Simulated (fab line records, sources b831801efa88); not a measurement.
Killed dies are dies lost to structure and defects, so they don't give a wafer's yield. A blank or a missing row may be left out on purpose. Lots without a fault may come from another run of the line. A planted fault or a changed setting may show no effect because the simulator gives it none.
fab line records | flow sky130
record lots=11 wafers=33 last_day=50
route steps=708 shown METAL4@631 VIA4@642 METAL5@677 PASSIVATION@683 PAD_OPEN@708
lots that met no fault: from a run of the same line without faults
start_h: hours from the record's first day to the start of the lot's first wafer shown | wait_h: hours since the lot's step before | " the same as in the row above | L1.1+2: a row that stands for several wafers | - no value, or no start given | * or withheld: withheld | < > ~ a bound
route shown NAME@n: a module of which the file shows steps, and the number in the route of the first | usual: mean/standard deviation of fault-free wafers | same: alike in all rows | chamber/n: place in a boat | sites: the reading at each site | _std_site: their standard deviation | _edge_site: outer sites' mean less inner sites' | radius_mm: how far each site lies from the wafer's centre | mask NAME#n: copy n | behind: the tool/chamber that last shaped the wafer | hold: why the lot was held/for how many hours/how that ended | device: the transistor (n, p or np) that didn't switch | end of line: the same wafers' tests at the end of the route | a step without rows: its recipe alone | killed: dies lost to structure and defects at the first sort, not the wafer's yield | map: a wafer's dies, x killed, . not, _ none there
set.NAME: the setting as run; set.NAME@STEP: as run at that earlier step | model.NAME: the simulator's own value behind a step, which no gauge read
steps of the route over a sample of lots; a table a step, a row a wafer
services: from which hour (start_h, from the record's first day; less than 0 if before it) a tool's chamber was out of use, for how many hours, and why
## steps
# step SKY_METAL4_DESCUM_15
# recipe chemistry=O2 source_power_w=150 bias_power_w=0 pressure_mtorr=10 temp_c=40 time_s=8
# usual drypump_motor_current_A=5.43/0.24 he_backside_leak_sccm=3.32/0.25 oes_product_au=0.999/0.011
# columns lot.wafer tool chamber start_h wait_h drypump_motor_current_A he_backside_leak_sccm oes_product_au rf_hours_counter_h
L145.1 rie_metal-01 0 981.60 0.0 4.99 3.24 0.987 13
L145.4 " 1 " " 5.80 3.25 1.030 -
L145.6 " 1 " " 5.80 3.20 1.025 -
L146.1 rie_metal-03 0 1018.55 0.0 5.48 3.04 1.006 13
L146.2 " 1 " " 5.33 3.60 1.009 8
L146.6 " 1 " " 5.32 3.76 0.998 -
L147.1 rie_metal-03 1 1019.55 0.0 5.33 3.58 1.001 8
L147.4 " 1 " " 5.34 3.74 1.004 -
L147.5 " 1 " " 5.33 3.53 0.993 -
L150.2 rie_metal-02 0 1025.99 0.0 5.67 3.18 0.981 16
L150.5 " 0 " " 5.65 3.20 0.987 -
L150.6 " 1 " " 5.48 3.61 0.983 -
L151.3 rie_metal-01 0 1036.16 0.0 5.01 3.05 0.991 -
L151.5 " 0 " " 5.02 3.15 0.994 -
L151.6 " 1 " " 5.81 3.22 1.020 -
L154.1 rie_metal-03 1 1040.35 0.0 5.34 3.60 1.000 9
L154.5 " 1 " " 5.34 3.42 1.003 -
L154.6 " 0 " " 5.46 3.17 1.003 -
L155.3 rie_metal-02 1 1050.53 0.0 5.46 3.82 0.996 -
L155.5 " 0 " " 5.65 3.25 0.984 -
L155.6 " 1 " " 5.43 3.39 0.995 -
L156.1 rie_metal-03 1 1052.60 0.0 5.32 3.63 0.988 10
L156.2 " 0 " " 5.46 2.94 1.002 15
L156.4 " 1 " " 5.33 3.58 1.000 -
L157.2 rie_metal-03 1 1062.15 0.0 5.34 3.75 0.997 11
L157.3 " 1 " " 5.36 3.58 0.983 -
L157.5 " 1 " " 5.35 3.62 0.996 -
L166.3 rie_metal-01 1 1118.01 0.0 5.79 3.15 1.023 -
L166.5 " 0 " " 4.99 2.88 0.986 -
L166.6 " 1 " " 5.80 3.13 1.026 -
L167.1 rie_metal-03 0 1120.60 0.0 5.45 2.99 1.000 20
L167.2 " 1 " " 5.34 3.55 0.992 15
L167.5 " 0 " " 5.46 3.10 0.995 -
# step SKY_VIA4_BOW_MEAS_03
# recipe mode=bow
# usual VIA4_BOW=80/8.7
# columns lot.wafer tool chamber start_h wait_h VIA4_BOW[um]
L145.1 film_metro-03 - 983.15 0.1 75
L145.4 " - " " 73
L145.6 " - " " 61
L146.1 film_metro-03 - 1020.01 0.1 91
L146.2 " - " " 76
L146.6 " - " " 84
L147.1 film_metro-03 - 1021.01 0.1 88
L147.4 " - " " 76
L147.5 " - " " 81
L150.2 film_metro-04 - 1027.47 0.2 72
L150.5 " - " " 66
L150.6 " - " " 67
L151.3 film_metro-04 - 1037.66 0.2 88
L151.5 " - " " 78
L151.6 " - " " 83
L154.1 film_metro-03 - 1041.86 0.1 79
L154.5 " - " " 79
L154.6 " - " " 77
L155.3 film_metro-04 - 1052.69 0.3 85
L155.5 " - " " 75
L155.6 " - " " 75
L156.1 film_metro-04 - 1054.41 0.2 85
L156.2 " - " " 88
L156.4 " - " " 84
L157.2 film_metro-03 - 1063.63 0.2 82
L157.3 " - " " 77
L157.5 " - " " 75
L166.3 film_metro-01 - 1119.50 0.2 93
L166.5 " - " " 97
L166.6 " - " " 104
L167.1 film_metro-04 - 1122.06 0.1 76
L167.2 " - " " 67
L167.5 " - " " 80
# step SKY_METAL5_STRIP_16
# recipe chemistry=O2/N2 power_w=1400 pressure_mtorr=1500 platen_temp_c=withheld o2_flow_sccm=3000 n2_flow_sccm=300 overash_fraction=0.5
# usual drypump_motor_current_A=5.9/0.42 oes_product_au=0.711/0.0047 strip_time_to_endpoint_s=13.10/0.13
# columns lot.wafer tool chamber start_h wait_h drypump_motor_current_A oes_product_au rf_hours_counter_h strip_time_to_endpoint_s
L145.1 plasma_asher-03 0 1030.62 0.2 6.5 0.713 89 12.94
L145.4 " 1 " " 5.8 0.706 - 13.04
L145.6 " 1 " " 5.9 0.716 - 12.96
L146.1 plasma_asher-04 0 1067.09 0.2 5.9 0.712 31 13.04
L146.2 " 1 " " 6.0 0.703 31 13.00
L146.6 " 1 " " 6.0 0.714 - 13.03
L147.1 plasma_asher-01 1 1067.11 0.2 5.2 0.701 0 13.01
L147.4 " 0 " " 5.9 0.714 - 13.00
L147.5 " 0 " " 5.9 0.713 - 13.13
L150.2 plasma_asher-03 1 1074.04 0.2 5.9 0.709 93 13.33
L150.5 " 1 " " 5.9 0.713 - 13.28
L150.6 " 0 " " 6.5 0.713 - 13.23
L151.3 plasma_asher-03 0 1082.12 0.3 6.5 0.717 - 13.03
L151.5 " 1 " " 5.9 0.708 - 13.02
L151.6 " 0 " " 6.5 0.710 - 13.15
L154.1 plasma_asher-01 1 1085.42 0.2 5.2 0.712 2 13.15
L154.5 " 0 " " 5.8 0.715 - 13.02
L154.6 " 1 " " 5.2 0.710 - 13.08
L155.3 plasma_asher-03 0 1096.10 0.1 6.5 0.713 - 12.88
L155.5 " 0 " " 6.5 0.710 - 12.99
L155.6 " 1 " " 5.9 0.716 - 13.01
L156.1 plasma_asher-01 0 1098.16 0.2 5.9 0.708 3 12.96
L156.2 " 1 " " 5.2 0.704 3 13.07
L156.4 " 1 " " 5.2 0.715 - 13.05
L157.2 plasma_asher-03 0 1105.89 0.2 6.5 0.725 97 12.93
L157.3 " 1 " " 5.9 0.707 - 13.00
L157.5 " 1 " " 5.9 0.710 - 12.94
L166.3 plasma_asher-03 0 1157.48 0.1 6.5 0.707 - 13.14
L166.5 " 0 " " 6.5 0.722 - 13.08
L166.6 " 1 " " 5.8 0.713 - 13.16
L167.1 plasma_asher-01 1 1160.64 0.2 5.2 0.707 9 12.99
L167.2 " 0 " " 5.9 0.714 9 12.97
L167.5 " 1 " " 5.2 0.703 - 12.92
# step SKY_PASSIVATION_CVD_02
# recipe material=Si3N4 target_thk_nm=540 temp_c=400 time_s=withheld rf_w=450
# usual heater_power_w=729/80 rf_fwd_power_W=448.8/1.4
# columns lot.wafer tool chamber start_h wait_h heater_power_w rf_fwd_power_W
L145.1 pecvd-02 2 1031.35 0.1 840 449.4
L145.4 " 1 " " 803 448.2
L145.6 " 2 " " 687 448.0
L147.1 pecvd-02 2 1067.78 0.1 744 448.5
L147.4 " 0 " " 685 450.3
L147.5 " 1 " " 806 448.1
L146.1 pecvd-04 0 1067.82 0.1 791 449.5
L146.2 " 2 " " 684 447.9
L146.6 " 1 " " 567 446.4
L150.2 pecvd-02 2 1074.81 0.0 839 445.5
L150.5 " 2 " " 700 445.8
L150.6 " 0 " " 640 449.5
L151.3 pecvd-01 2 1083.27 0.0 766 448.7
L151.5 " 1 " " 738 449.3
L151.6 " 0 " " 741 449.9
L154.1 pecvd-01 1 1086.09 0.1 624 450.5
L154.5 " 0 " " 700 447.5
L154.6 " 2 " " 793 448.0
L155.3 pecvd-01 1 1097.14 0.0 779 447.9
L155.5 " 2 " " 821 447.5
L155.6 " 0 " " 702 449.6
L156.1 pecvd-04 0 1098.89 0.1 825 446.3
L156.2 " 2 " " 630 449.3
L156.4 " 2 " " 638 449.0
L157.2 pecvd-01 0 1106.91 0.0 710 448.7
L157.3 " 2 " " 850 450.2
L157.5 " 0 " " 732 449.4
L166.3 pecvd-04 0 1158.57 0.1 739 626.9
L166.5 " 0 " " 767 627.6
L166.6 " 2 " " 540 628.4
L167.1 pecvd-04 0 1161.40 0.1 779 630.1
L167.2 " 1 " " 549 627.4
L167.5 " 2 " " 623 627.0
# step SKY_PASSIVATION_THK_MEAS_03
# recipe reads=Si3N4_of_PASSIVATION_CVD_02
# usual PASSIVATION_CVD_02_THK=543/7.5
# columns lot.wafer tool chamber start_h wait_h PASSIVATION_CVD_02_THK[nm]
L145.1 film_metro-03 - 1031.57 - 546
L145.4 " - " " 553
L145.6 " - " " 559
L147.1 film_metro-04 - 1068.01 - 542
L147.4 " - " " 562
L147.5 " - " " 550
L146.1 film_metro-02 - 1068.05 - 533
L146.2 " - " " 545
L146.6 " - " " 551
L150.2 film_metro-04 - 1075.04 - 543
L150.5 " - " " 552
L150.6 " - " " 554
L151.3 film_metro-03 - 1083.52 - 535
L151.5 " - " " 536
L151.6 " - " " 542
L154.1 film_metro-04 - 1086.32 - 531
L154.5 " - " " 546
L154.6 " - " " 536
L155.3 film_metro-04 - 1097.39 - 529
L155.5 " - " " 549
L155.6 " - " " 550
L156.1 film_metro-03 - 1099.12 - 529
L156.2 " - " " 544
L156.4 " - " " 551
L157.2 film_metro-03 - 1107.14 - 540
L157.3 " - " " 534
L157.5 " - " " 553
L166.3 film_metro-04 - 1158.82 - 600
L166.5 " - " " 598
L166.6 " - " " 611
L167.1 film_metro-03 - 1161.62 - 592
L167.2 " - " " 596
L167.5 " - " " 610
# step SKY_PAD_OPEN_PROBE_99
# usual defect_limited_yield=82.7/2 killed_at_M0_to_M3=43/7.4 killed_at_M4_up=3.5/2.1 killed_at_contacts=24/5.4 killed_at_front_end=15/4.7 killed_at_other=0.2/0.44 killed_dies=85/10 killed_on_rim=17/4.2 killed_open=47/7.1 killed_short=38/7 sort_bin_3_pad_short=0.9/0.41 sort_bin_5_function=10.4/1.6 sort_bin_6_memory=6.1/1.1 sort_n_pass=407/10 sort_yield_pct=82.7/2
# same gross_dies=492 killed_at_back_side=0 sort_bin_4_leakage[%]=0 sort_bin_8_speed[%]=0
# columns lot.wafer tool chamber start_h wait_h defect_limited_yield[%] killed_at_M0_to_M3 killed_at_M4_up killed_at_contacts killed_at_front_end killed_at_other killed_dies killed_on_rim killed_open killed_short sort_bin_3_pad_short[%] sort_bin_5_function[%] sort_bin_6_memory[%] sort_n_pass sort_yield_pct[%]
L145.1 prober-01 - 1077.82 0.1 81.3 53 3 25 10 1 92 17 58 34 0.6 11.0 7.1 400 81.3
L145.4 prober-01 - 1077.97 0.2 82.1 38 1 34 15 0 88 21 54 34 0.2 11.2 6.5 404 82.1
L145.6 prober-01 - 1078.07 0.2 81.3 50 4 22 16 0 92 20 41 51 1.6 10.4 6.7 400 81.3
L147.1 prober-01 - 1111.16 0.1 81.7 49 4 24 13 0 90 20 42 48 0.8 10.0 7.5 402 81.7
L147.4 prober-01 - 1111.31 0.2 85.4 41 4 20 7 0 72 16 39 33 1.6 8.1 4.9 420 85.4
L147.5 prober-01 - 1111.36 0.2 82.3 45 4 20 18 0 87 10 45 42 0.2 10.8 6.7 405 82.3
L146.1 prober-02 - 1111.60 0.1 80.7 53 3 24 15 0 95 24 58 37 0.6 12.8 5.9 397 80.7
L146.2 prober-02 - 1111.65 0.1 80.7 54 7 26 8 0 95 14 53 42 0.8 13.2 5.3 397 80.7
L146.6 prober-02 - 1111.85 0.2 82.7 49 2 23 11 0 85 18 48 37 1.2 9.8 6.3 407 82.7
L150.2 prober-01 - 1118.65 0.1 85.0 29 4 29 12 0 74 14 42 32 1.0 10.0 4.1 418 85.0
L150.5 prober-01 - 1118.80 0.2 83.7 49 5 17 9 0 80 18 43 37 1.0 8.9 6.3 412 83.7
L150.6 prober-01 - 1118.85 0.2 81.9 42 8 23 15 1 89 17 42 47 0.8 11.0 6.3 403 81.9
L151.3 prober-02 - 1127.48 0.2 81.5 32 7 24 28 0 91 20 50 41 1.2 10.8 6.5 401 81.5
L151.5 prober-02 - 1127.58 0.2 80.9 40 5 33 15 1 94 17 62 32 1.0 10.8 7.3 398 80.9
L151.6 prober-02 - 1127.63 0.2 84.6 37 2 24 13 0 76 17 44 32 0.4 8.7 6.3 416 84.6
L154.1 prober-01 - 1129.98 0.1 82.1 41 7 30 10 0 88 11 46 42 0 10.4 7.5 404 82.1
L154.5 prober-01 - 1130.18 0.2 83.1 35 2 23 23 0 83 18 49 34 0.6 10.2 6.1 409 83.1
L154.6 prober-01 - 1130.23 0.2 83.7 52 0 20 8 0 80 11 37 43 1.8 7.9 6.5 412 83.7
L155.3 prober-01 - 1140.55 0.2 85.2 36 1 21 15 0 73 10 29 44 1.4 8.3 5.1 419 85.2
L155.5 prober-01 - 1140.65 0.2 83.3 35 2 31 13 1 82 10 45 37 1.2 10.4 5.1 410 83.3
L155.6 prober-01 - 1140.70 0.2 80.9 49 1 25 19 0 94 24 69 25 0.2 12.4 6.5 398 80.9
L156.1 prober-02 - 1141.71 0.1 85.0 38 1 22 13 0 74 14 45 29 1.0 8.3 5.7 418 85.0
L156.2 prober-02 - 1141.76 0.1 78.5 43 7 20 36 0 106 17 58 48 0.8 13.6 7.1 386 78.5
L156.4 prober-02 - 1141.86 0.2 81.5 44 2 31 14 0 91 19 52 39 1.0 12.2 5.3 401 81.5
L157.2 prober-01 - 1149.54 0.1 85.2 36 0 25 12 0 73 13 42 31 0.8 9.1 4.9 419 85.2
L157.3 prober-01 - 1149.59 0.2 84.1 41 5 21 11 0 78 19 51 27 0.4 10.2 5.3 414 84.1
L157.5 prober-01 - 1149.69 0.2 82.9 37 3 27 16 1 84 12 51 33 0.2 9.8 7.1 408 82.9
L166.3 prober-02 - 1192.93 0.2 81.5 47 3 29 12 0 91 19 50 41 2.0 10.8 5.7 401 81.5
L166.5 prober-02 - 1193.03 0.2 85.0 40 3 14 16 1 74 18 47 27 0.6 8.9 5.5 418 85.0
L166.6 prober-02 - 1193.08 0.2 82.3 50 4 20 13 0 87 16 52 34 1.4 10.2 6.1 405 82.3
L167.1 prober-01 - 1194.77 0.1 84.1 31 0 30 17 0 78 17 47 31 1.0 9.6 5.3 414 84.1
L167.2 prober-01 - 1194.82 0.1 83.7 39 0 27 14 0 80 15 52 28 0.6 10.6 5.1 412 83.7
L167.5 prober-01 - 1194.97 0.2 86.8 32 0 20 13 0 65 11 43 22 0.4 8.5 4.3 427 86.8
# killed by level:class
L145.1 VIA1:geometric_particle:open=17 VIA3:geometric_particle:open=10 CONTACT:geometric_particle:open=9 LI_CONTACT:geometric_particle:open=7 VIA2:geometric_particle:open=7 VIA1:geometric_particle:short=6 FIELD_ISO:geometric_particle:short=4 CONTACT:geometric_particle:short=4
L145.4 CONTACT:geometric_particle:open=13 VIA1:geometric_particle:open=8 VIA2:geometric_particle:open=8 FIELD_ISO:geometric_particle:open=6 FIELD_ISO:geometric_particle:short=6 LI_CONTACT:geometric_particle:open=5 VIA3:geometric_particle:open=5 CONTACT:geometric_particle:short=5
L145.6 VIA1:geometric_particle:open=12 VIA2:geometric_particle:open=9 CONTACT:geometric_particle:open=8 FIELD_ISO:geometric_particle:short=7 CONTACT:geometric_particle:short=6 METAL1:geometric_particle:short=6 POLY_GATE:geometric_particle:short=5 LOCAL_INTERCONNECT:geometric_particle:short=4
L147.1 CONTACT:geometric_particle:open=12 METAL2:geometric_particle:short=8 VIA1:geometric_particle:open=7 VIA1:geometric_particle:short=6 VIA2:geometric_particle:open=6 METAL3:geometric_particle:short=6 LI_CONTACT:geometric_particle:open=5 METAL1:geometric_particle:short=5
L147.4 VIA1:geometric_particle:open=12 CONTACT:geometric_particle:open=7 METAL1:geometric_particle:short=7 LI_CONTACT:geometric_particle:open=6 VIA2:geometric_particle:short=4 CONTACT:geometric_particle:short=4 VIA1:geometric_particle:short=4 VIA3:geometric_particle:open=4
L147.5 CONTACT:geometric_particle:open=9 VIA2:geometric_particle:open=9 METAL2:geometric_particle:short=9 LI_CONTACT:geometric_particle:open=7 POLY_GATE:geometric_particle:open=6 VIA1:geometric_particle:short=6 VIA1:geometric_particle:open=6 POLY_GATE:geometric_particle:short=5
L146.1 VIA1:geometric_particle:open=17 CONTACT:geometric_particle:open=9 METAL1:geometric_particle:short=8 LI_CONTACT:geometric_particle:open=7 VIA3:geometric_particle:open=7 FIELD_ISO:geometric_particle:open=5 METAL2:geometric_particle:short=5 POLY_GATE:geometric_particle:open=5
L146.2 VIA1:geometric_particle:open=17 LOCAL_INTERCONNECT:geometric_particle:short=12 VIA2:geometric_particle:open=9 LI_CONTACT:geometric_particle:open=5 CONTACT:geometric_particle:open=5 VIA1:geometric_particle:short=5 METAL1:geometric_particle:short=4 METAL4:geometric_particle:short=4
L146.6 VIA1:geometric_particle:open=14 LI_CONTACT:geometric_particle:open=8 VIA3:geometric_particle:open=5 CONTACT:geometric_particle:open=5 METAL2:geometric_particle:short=5 METAL1:geometric_particle:short=5 VIA2:geometric_particle:open=5 FIELD_ISO:geometric_particle:short=4
L150.2 LOCAL_INTERCONNECT:geometric_particle:short=9 CONTACT:geometric_particle:open=9 LI_CONTACT:geometric_particle:open=6 VIA1:geometric_particle:open=6 POLY_GATE:geometric_particle:open=5 VIA1:geometric_particle:short=5 VIA3:geometric_particle:open=4 VIA2:geometric_particle:open=4
L150.5 VIA1:geometric_particle:open=10 VIA2:geometric_particle:open=9 VIA1:geometric_particle:short=6 LI_CONTACT:geometric_particle:open=5 LOCAL_INTERCONNECT:geometric_particle:short=5 METAL1:geometric_particle:short=5 VIA2:geometric_particle:short=4 METAL2:geometric_particle:short=4
L150.6 CONTACT:geometric_particle:open=9 VIA1:geometric_particle:open=9 POLY_GATE:geometric_particle:short=6 VIA1:geometric_particle:short=6 METAL4:geometric_particle:short=6 LI_CONTACT:geometric_particle:short=5 VIA2:geometric_particle:short=5 VIA3:geometric_particle:open=5
L151.3 LI_CONTACT:geometric_particle:open=9 FIELD_ISO:geometric_particle:open=7 CONTACT:geometric_particle:open=7 POLY_GATE:geometric_particle:short=6 LOCAL_INTERCONNECT:geometric_particle:short=6 POLY_GATE:geometric_particle:open=5 VIA2:geometric_particle:open=5 FIELD_ISO:geometric_particle:short=4
L151.5 CONTACT:geometric_particle:open=16 VIA1:geometric_particle:open=10 LI_CONTACT:geometric_particle:open=8 CONTACT:geometric_particle:short=7 VIA3:geometric_particle:open=7 VIA2:geometric_particle:open=7 FIELD_ISO:geometric_particle:short=4 FIELD_ISO:geometric_particle:open=4
L151.6 CONTACT:geometric_particle:open=12 VIA1:geometric_particle:open=9 METAL1:geometric_particle:short=5 VIA1:geometric_particle:short=5 VIA3:geometric_particle:open=5 VIA2:geometric_particle:open=4 LI_CONTACT:geometric_particle:open=4 FIELD_ISO:geometric_particle:open=3
L154.1 VIA2:geometric_particle:open=13 CONTACT:geometric_particle:open=9 METAL1:geometric_particle:short=7 LI_CONTACT:geometric_particle:short=6 LI_CONTACT:geometric_particle:open=5 CONTACT:geometric_particle:short=5 POLY_GATE:geometric_particle:short=4 VIA1:geometric_particle:open=4
L154.5 CONTACT:geometric_particle:open=10 VIA1:geometric_particle:open=8 LI_CONTACT:geometric_particle:open=7 FIELD_ISO:geometric_particle:open=6 POLY_GATE:geometric_particle:open=5 POLY_GATE:geometric_particle:short=5 SPACER:geometric_particle:open=4 CONTACT:geometric_particle:short=4
L154.6 METAL1:geometric_particle:short=10 VIA3:geometric_particle:open=8 CONTACT:geometric_particle:short=8 CONTACT:geometric_particle:open=7 VIA2:geometric_particle:open=7 VIA1:geometric_particle:open=6 VIA1:geometric_particle:short=5 VIA3:geometric_particle:short=4
L155.3 VIA1:geometric_particle:open=8 METAL1:geometric_particle:short=6 POLY_GATE:geometric_particle:short=6 LOCAL_INTERCONNECT:geometric_particle:short=6 VIA3:geometric_particle:short=6 METAL2:geometric_particle:short=5 VIA3:geometric_particle:open=5 LI_CONTACT:geometric_particle:open=4
L155.5 VIA1:geometric_particle:open=11 LI_CONTACT:geometric_particle:open=9 VIA3:geometric_particle:open=6 CONTACT:geometric_particle:short=6 LI_CONTACT:geometric_particle:short=5 CONTACT:geometric_particle:open=5 VIA2:geometric_particle:open=5 POLY_GATE:geometric_particle:short=4
L155.6 VIA1:geometric_particle:open=17 FIELD_ISO:geometric_particle:open=9 LI_CONTACT:geometric_particle:open=9 VIA3:geometric_particle:open=8 VIA2:geometric_particle:open=7 CONTACT:geometric_particle:open=7 FIELD_ISO:geometric_particle:short=5 POLY_GATE:geometric_particle:open=4
L156.1 VIA2:geometric_particle:open=9 CONTACT:geometric_particle:open=8 LI_CONTACT:geometric_particle:open=6 VIA3:geometric_particle:short=6 POLY_GATE:geometric_particle:open=5 VIA1:geometric_particle:open=5 FIELD_ISO:geometric_particle:open=4 METAL1:geometric_particle:short=4
L156.2 VIA1:geometric_particle:open=18 FIELD_ISO:geometric_particle:open=10 CONTACT:geometric_particle:open=10 POLY_GATE:geometric_particle:short=10 FIELD_ISO:geometric_particle:short=7 VIA1:geometric_particle:short=7 METAL4:geometric_particle:short=5 SPACER:geometric_particle:open=4
L156.4 LI_CONTACT:geometric_particle:open=12 VIA1:geometric_particle:open=10 VIA2:geometric_particle:open=9 CONTACT:geometric_particle:open=7 CONTACT:geometric_particle:short=6 METAL1:geometric_particle:short=6 SPACER:geometric_particle:short=4 LI_CONTACT:geometric_particle:short=4
L157.2 CONTACT:geometric_particle:open=15 VIA1:geometric_particle:open=6 VIA2:geometric_particle:short=5 VIA2:geometric_particle:open=5 FIELD_ISO:geometric_particle:short=4 CONTACT:geometric_particle:short=4 METAL1:geometric_particle:short=4 LI_CONTACT:geometric_particle:open=3
L157.3 VIA1:geometric_particle:open=13 CONTACT:geometric_particle:open=8 VIA3:geometric_particle:open=7 LI_CONTACT:geometric_particle:open=7 VIA2:geometric_particle:open=5 METAL1:geometric_particle:short=5 FIELD_ISO:geometric_particle:open=4 FIELD_ISO:geometric_particle:short=3
L157.5 CONTACT:geometric_particle:open=10 VIA1:geometric_particle:open=9 LI_CONTACT:geometric_particle:open=6 CONTACT:geometric_particle:short=6 FIELD_ISO:geometric_particle:open=5 VIA3:geometric_particle:open=5 VIA2:geometric_particle:open=5 METAL1:geometric_particle:open=4
L166.3 VIA1:geometric_particle:open=13 CONTACT:geometric_particle:open=11 LOCAL_INTERCONNECT:geometric_particle:short=8 LI_CONTACT:geometric_particle:open=7 VIA2:geometric_particle:open=7 FIELD_ISO:geometric_particle:short=6 METAL1:geometric_particle:short=6 VIA1:geometric_particle:short=6
L166.5 VIA1:geometric_particle:open=10 FIELD_ISO:geometric_particle:open=7 VIA3:geometric_particle:open=6 METAL1:geometric_particle:short=5 VIA2:geometric_particle:open=5 LI_CONTACT:geometric_particle:open=4 VIA1:geometric_particle:short=4 POLY_GATE:geometric_particle:short=3
L166.6 VIA2:geometric_particle:open=10 CONTACT:geometric_particle:open=9 VIA1:geometric_particle:open=8 METAL1:geometric_particle:short=7 FIELD_ISO:geometric_particle:open=6 VIA1:geometric_particle:short=6 VIA3:geometric_particle:open=6 LI_CONTACT:geometric_particle:open=5
L167.1 CONTACT:geometric_particle:open=11 VIA1:geometric_particle:open=8 FIELD_ISO:geometric_particle:short=7 VIA2:geometric_particle:open=7 LI_CONTACT:geometric_particle:open=6 LOCAL_INTERCONNECT:geometric_particle:short=6 FIELD_ISO:geometric_particle:open=4 CONTACT:geometric_particle:short=4
L167.2 VIA1:geometric_particle:open=11 CONTACT:geometric_particle:open=9 LI_CONTACT:geometric_particle:open=9 VIA2:geometric_particle:open=7 POLY_GATE:geometric_particle:short=5 FIELD_ISO:geometric_particle:open=4 METAL2:geometric_particle:short=4 VIA3:geometric_particle:open=4
L167.5 VIA2:geometric_particle:open=9 VIA1:geometric_particle:open=8 LI_CONTACT:geometric_particle:open=6 CONTACT:geometric_particle:open=5 VIA3:geometric_particle:open=4 FIELD_ISO:geometric_particle:short=3 FIELD_ISO:geometric_particle:open=3 POLY_GATE:geometric_particle:open=3
## services
# columns tool chamber start_h hours kind
pecvd-02 2 966.45 6.3 repair
pecvd-04 2 978.32 2.1 scheduled_down
pecvd-01 - 982.94 2.8 pm
plasma_asher-03 - 997.67 2.7 repair
pecvd-04 1 999.38 - clean
pecvd-04 1 999.38 - consumable_replace:showerhead
pecvd-04 1 999.38 29.0 scheduled_down
pecvd-04 - 1000.50 2.4 repair
pecvd-02 2 1003.80 13.5 repair
plasma_asher-01 - 1025.69 1.5 repair
pecvd-02 - 1040.91 6.0 pm
pecvd-04 0 1041.12 4.8 repair
plasma_asher-01 - 1055.25 9.0 pm
pecvd-02 - 1059.39 1.7 repair
rie_metal-02 0 1080.40 10.2 repair
pecvd-01 - 1082.45 0.7 repair
rie_metal-03 - 1095.73 2.8 pm
pecvd-04 1 1118.22 16.6 repair
plasma_asher-03 - 1137.22 2.8 pm
pecvd-04 1 1139.85 19.6 repair
pecvd-02 0 1147.41 8.6 repair
pecvd-01 - 1155.76 6.0 pm
plasma_asher-04 - 1155.92 2.3 repair
rie_metal-02 1 1158.01 20.7 repair
## key
first_sign step=SKY_PASSIVATION_CVD_02 reading=rf_fwd_power_W direction=up sigmas=99+ usual=448.8 struck=627.9
effect step=SKY_PASSIVATION_THK_MEAS_03 reading=PASSIVATION_CVD_02_THK direction=up sigmas=7.8 usual=543 struck=601
met_at SKY_PASSIVATION_CVD_02
struck_lots L166,L167
not_acting_at SKY_METAL4_DESCUM_15,SKY_VIA4_BOW_MEAS_03,SKY_METAL5_STRIP_16
onset_between 1098.89 1158.57
fault kind=process_parameter_drift tool=pecvd-04 chamber=- onset_h=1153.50 steps=SKY_PASSIVATION_CVD_02 channel=rf_w offset=180 shape=step end_h=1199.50 acts_in=these_recipes_only stated=450
